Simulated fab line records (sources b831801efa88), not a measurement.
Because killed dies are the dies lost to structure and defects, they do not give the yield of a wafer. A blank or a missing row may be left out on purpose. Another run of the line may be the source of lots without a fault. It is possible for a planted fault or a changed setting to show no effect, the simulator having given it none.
Lot-split experiment ; flow sky130 ; on a route of 708 steps: 5 lots, 23 wafers read

## THE SPLIT ITSELF
At SKY_VIA2_COAT_07 (resist thk 450 nm), the setting resist thk nm was moved away from the recipe's 450 nm on 5 of the 23 wafers read, by -2.5% to +1.8%. This setting was run at the recipe's value on the other wafers.

## FROM THE SPLIT TO THE READING: what the file shows between them, 3 steps
- SKY_VIA2_SOFTBAKE_08: time 90 s
- SKY_VIA2_EXPOSE_09: exposes mask VIM2, target cd 200 nm
- SKY_VIA2_ETCH_14: etches BARC in N2/H2, stops on SiO2, time 45.9 s, target depth 60 nm

## THE READING
KrF-thick_of_VIA2_COAT_07.thk nm (the simulator's own value, which no gauge read), in nm, at SKY_VIA2_ETCH_15 (etches SiO2 in C4F8/O2/Ar, stops on TiN, target depth 546 nm, time 84 s). No usual value for it is given in the file. Here, 18 wafers ran the recipe; their average is 285.5 nm with a standard deviation of 2.1 nm.

wafer;tool, chamber at the split;resist thk nm as run, nm;against the recipe;KrF-thick_of_VIA2_COAT_07.thk nm, nm;against lot-mates on the recipe
L075.1;litho track-03, 0;450;recipe;284.7;-
L075.2;litho track-03, 0;450;recipe;284.5;-
L075.3;litho track-03, 0;450;recipe;285.3;-
L075.4;litho track-03, 0;450;recipe;283.5;-
L075.5;litho track-03, 0;450;recipe;286.4;-
L078.2;litho track-04, 0;450;recipe;290.4;-
L078.3;litho track-04, 0;438.6;-2.5%;276.3;-14.2
L078.4;litho track-04, 0;438.6;-2.5%;275;-15.5
L078.5;litho track-04, 0;450;recipe;290.6;-
L078.6;litho track-04, 0;438.6;-2.5%;275.7;-14.8
L079.2;litho track-01, 0;450;recipe;284.9;-
L079.3;litho track-01, 0;450;recipe;286.2;-
L079.4;litho track-01, 0;450;recipe;283.4;-
L079.5;litho track-01, 0;458;+1.8%;295.2;+10.4
L079.6;litho track-01, 0;458;+1.8%;293.5;+8.7
L080.2;litho track-03, 0;450;recipe;283;-
L080.3;litho track-03, 0;450;recipe;284.7;-
L080.4;litho track-03, 0;450;recipe;283.9;-
L080.5;litho track-03, 0;450;recipe;283.8;-
L080.6;litho track-03, 0;450;recipe;284.7;-
L084.1;litho track-03, 0;450;recipe;285.8;-
L084.3;litho track-03, 0;450;recipe;287.2;-
L084.6;litho track-03, 0;450;recipe;285.9;-

THE FIT
A straight line over all 23 wafers: KrF-thick_of_VIA2_COAT_07.thk nm changes by +4.19 nm for each +1% of resist thk nm; r = +0.91; the points scatter about the line by 2 nm.
The same after taking each lot's own level away (the mean of its wafers on the recipe; 23 wafers): +5.71 nm for each +1%; r = +0.99; scatter 0.85 nm.
Per that fit: largest resist thk nm move, reading shift of 14 nm.
Across the lots, their own levels run from 284.02 to 290.50 nm, a range of 3.1 times the standard deviation given above.
Hence the slope depends on the lot-to-lot level, as the two fits are not the same.
Check: for one of the wafers moved furthest among these (-2.5%), held out of the fit, the line's prediction against its lot-mates is -14.7 nm. It came out at -14.2 nm against them.

## ADDITIONAL SPLITS CARRIED BY THESE WAFERS
These wafers also went through other splits before the reading. Each is held against what the fit with the lots' levels taken away leaves over:
other split on the same wafers;wafers away from the commonest value;r with KrF-thick_of_VIA2_COAT_07.thk nm (lot level and that fit taken away)
SKY_VIA2_CMP_02 leave above ref nm;7;+0.12

## THE WHOLE CHAIN: every reading that the file lists as answering this split, in the file's order
step;what it does;reading;change (the file's fit);r (the file's)
SKY_VIA2_COAT_07;resist thk 450 nm;KrF-thick_of_VIA2_COAT_07.thk nm (the simulator's own value, which no gauge read);+4.68 nm for each +1% of the setting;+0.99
SKY_VIA2_ETCH_14;etches BARC in N2/H2, stops on SiO2, time 45.9 s, target depth 60 nm;KrF-thick_of_VIA2_COAT_07.thk nm (the simulator's own value, which no gauge read);+4.97 nm for each +1% of the setting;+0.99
SKY_VIA2_ETCH_15;etches SiO2 in C4F8/O2/Ar, stops on TiN, target depth 546 nm, time 84 s;KrF-thick_of_VIA2_COAT_07.thk nm (the simulator's own value, which no gauge read);+5.68 nm for each +1% of the setting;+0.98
SKY_VIA2_STRIP_16;strips in O2/N2;strip time to endpoint s;withheld for each +1% of the setting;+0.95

## THE FILE'S OWN FIT
KrF-thick_of_VIA2_COAT_07.thk nm changes by +5.68 nm for each +1% of resist thk nm, r = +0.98.
